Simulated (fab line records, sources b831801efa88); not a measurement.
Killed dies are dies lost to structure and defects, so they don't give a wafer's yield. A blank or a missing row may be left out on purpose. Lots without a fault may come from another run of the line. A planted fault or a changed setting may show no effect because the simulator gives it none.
A struck lot beside a sound one | flow sky130 | 15 steps out of a route of 708
Sound: wafers L618.1, L618.5, L618.6. Struck: wafers L612.2, L612.3, L612.5. The cause comes at the end.
At each step with rows: each side's tool, then ch and its chambers, then its first start. Under that, the readings that differ: sound wafers | struck wafers | difference of the means | sigmas: that difference in standard deviations of wafers without a fault.
alike: readings whose means differ by less than 2 such deviations, and words and numbers that are the same on both sides. not compared: withheld readings, readings that some wafer has no value for, bounds like >300 that may hide the same value, and numbers for which the record gives no deviation and whose values overlap.
The two part at a step that has a row with sigmas, a row that says differs or no value, or rows on one side only. Numbers that don't overlap but have no deviation are shown without sigmas and don't part them. A reading that every wafer of one side lacks parts them only if that side has two wafers or more.

first, 3 steps without rows for these wafers: SKY_GATE_OXIDE_CLEAN_15 (cleans in SC1/SC2, time 150 s); SKY_GATE_OXIDE_OXIDATION_16 (stabilise 600 s, purge 300 s, target thk 3.57 nm); SKY_POLY_GATE_CVD_00 (deposits poly-Si, target thk 180 nm, time 720 s).
SKY_POLY_GATE_THK_MEAS_01:
  sound on film_metro-02, day 20 18:58; struck on film_metro-02, day 18 20:22
  alike: POLY_GATE_CVD_00_THK
then, 8 steps without rows for these wafers: SKY_RES_PROTECT_DEHYDRATE_00 (time 60 s); SKY_RES_PROTECT_HMDS_01 (prime time 60 s); SKY_RES_PROTECT_COAT_02 (resist thk 1140 nm); SKY_RES_PROTECT_SOFTBAKE_03 (time 60 s); SKY_RES_PROTECT_EXPOSE_04 (exposes mask RPM, target cd 1270 nm); SKY_RES_PROTECT_PEB_05; SKY_RES_PROTECT_DEVELOP_06 (develop time 60 s); SKY_POLY_GATE_IMPLANT_02.
SKY_RES_PROTECT_STRIP_07: strips in O2/N2.
  sound on plasma_asher-04 ch 0,1, day 22 02:14; struck on plasma_asher-03 ch 0,1, day 20 03:35
  no value came back on the struck wafers for any of 5 readings (chamber_pressure_mTorr (mTorr), drypump_motor_current_A (A) and others); on the sound wafers chamber_pressure_mTorr (mTorr) reads 1499.5 1501.2 1500.9
  reading                                          | sound | struck         | difference | sigmas
  model.NOVOLAK_of_RES_PROTECT_COAT_02.thk_nm (nm) | 0 0 0 | 1144 1142 1141 | +1142      |
  not compared: rf_hours_counter_h
SKY_RES_PROTECT_TW_MEAS_08:
  sound on film_metro-02, day 22 02:20; struck on film_metro-03, day 20 03:41
  alike: POLY_GATE_TW
-- the record jumps here: 29 days lie between the struck wafers' starts before and after (it left off in module RES_PROTECT and takes up again in module PAD_OPEN, whose first step shown is number 708 of the route) --
SKY_PAD_OPEN_PROBE_99:
  sound on prober-01, day 50 06:41; struck on prober-02, day 49 02:56
  reading             | sound    | struck                                                               | difference                   | sigmas
  hold                | - - -    | await_dispo/2.4h/scrap await_dispo/2.4h/scrap await_dispo/2.4h/scrap | no value on the sound wafers |
  killed_at_front_end | 24 10 17 | 432 420 437                                                          | +413                         | +96
  killed_dies         | 91 94 74 | 492 492 492                                                          | +406                         | +41
  killed_on_rim       | 13 16 5  | 96 96 96                                                             | +85                          | +23
  alike: killed_at_M0_to_M3, killed_at_M4_up, killed_at_contacts, killed_at_other, killed_open, killed_short

WHERE THEY PART
First at SKY_RES_PROTECT_STRIP_07; last, within this record, at SKY_PAD_OPEN_PROBE_99.

WHY: what the simulator had put in
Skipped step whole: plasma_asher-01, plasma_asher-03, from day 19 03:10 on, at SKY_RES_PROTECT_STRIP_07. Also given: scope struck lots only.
